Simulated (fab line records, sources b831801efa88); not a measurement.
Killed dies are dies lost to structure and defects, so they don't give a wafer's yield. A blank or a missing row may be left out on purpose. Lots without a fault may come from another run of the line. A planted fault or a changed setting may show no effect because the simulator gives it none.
Problem report in the 8D (eight disciplines) form, filled by code | flow gf180mcu | the parts of the form that need people (team, actions taken, sign-off) are left out

1. THE PROBLEM
VT_IMPLANT_2_TW at GF_VT_IMPLANT_TW_MEAS_21 reads a mean of 1528 on 6 wafers of 2 lots; wafers without a fault read 1225 with a standard deviation of 16. That is +19 standard deviations from the usual mean.
First seen on wafer L402.1, day 10 23:01, on film_metro-03. The record holds 36 wafers of 12 lots with a number at this step. Rule for "out", or "out of limits": more than 4 standard deviations from the usual mean. The other wafers with a number count as sound.

2. WHAT IT IS AND WHAT IT IS NOT
question                    | is                     | is not
which readings at this step | VT_IMPLANT_2_TW        | -
which lots                  | L402, L404             | L385, L389, L391, L393, L396, L397, L401, L403, L407, L408
which wafers of those lots  | all that have a number | -
read on which gauges        | film_metro-03          | film_metro-01, film_metro-04
when                        | from day 10 23:01      | up to then (21 sound wafers); but 9 sound wafers of L403, L407, L408 came after

3. SUSPECTS, AND WHAT RULES EACH OUT
Counting: a tool at a process step up to the reading stays a suspect if it ran every lot that is out and no sound lot after the first of them.
- the gauge at GF_VT_IMPLANT_TW_MEAS_21: ruled out. All the wafers that are out were read on film_metro-03, but those of them that GF_VT_IMPLANT_IMPLANT_19 has rows for are out there too, on other tools.
- implanter-03 at GF_VT_IMPLANT_IMPLANT_19: kept. It ran every lot that is out, first L402 (day 10 22:46), and no sound lot after that; its last sound lot up to then is L401 (day 10 11:16). Its own readings are out on those wafers: dose_ions_cm2, faraday_current_uA.
Left after counting: implanter-03 at GF_VT_IMPLANT_IMPLANT_19.

4. THE CAUSE (what the simulator had put in)
Process parameter drift: implanter-03, from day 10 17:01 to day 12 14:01, at GF_VT_IMPLANT_IMPLANT_19. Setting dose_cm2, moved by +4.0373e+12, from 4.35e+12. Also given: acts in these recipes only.
Counting left only this tool.

5. THE CHAIN OF EFFECTS, in route order
Each row: a reading whose mean over the struck wafers that have a number lies more than 3 standard deviations from the usual. Only readings for which the record gives a usual standard deviation are gone through. hours: the time from each lot's start at the first step in this table that gives one to its start at this step, as a median over the lots. sigmas: the change in usual standard deviations.
hours | step                     | reading            | usual    | on struck wafers | change    | sigmas
0     | GF_VT_IMPLANT_IMPLANT_19 | dose_ions_cm2      | 4.35e+12 | 8.39e+12         | +4.04e+12 | +99 or more
0     | GF_VT_IMPLANT_IMPLANT_19 | faraday_current_uA | 24.6     | 47.0             | +22.4     | +45
0     | GF_VT_IMPLANT_TW_MEAS_21 | VT_IMPLANT_2_TW    | 1225     | 1528             | +304      | +19
The process steps in it:
- GF_VT_IMPLANT_IMPLANT_19

6. WHAT WOULD HAVE CAUGHT IT SOONER
In this record the first reading out of limits at a measuring or inspecting step was taken at day 10 23:01, 6 hours after the fault began at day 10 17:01.
The tool's own readings at GF_VT_IMPLANT_IMPLANT_19 were out on every struck wafer that the step has a row for (dose_ions_cm2, faraday_current_uA): an alarm limit on them would have fired on the first of those.
Of the lots that are out (2), L404 began GF_VT_IMPLANT_IMPLANT_19 on implanter-03 after day 10 23:01. A hold on the tool at that time would have spared it.
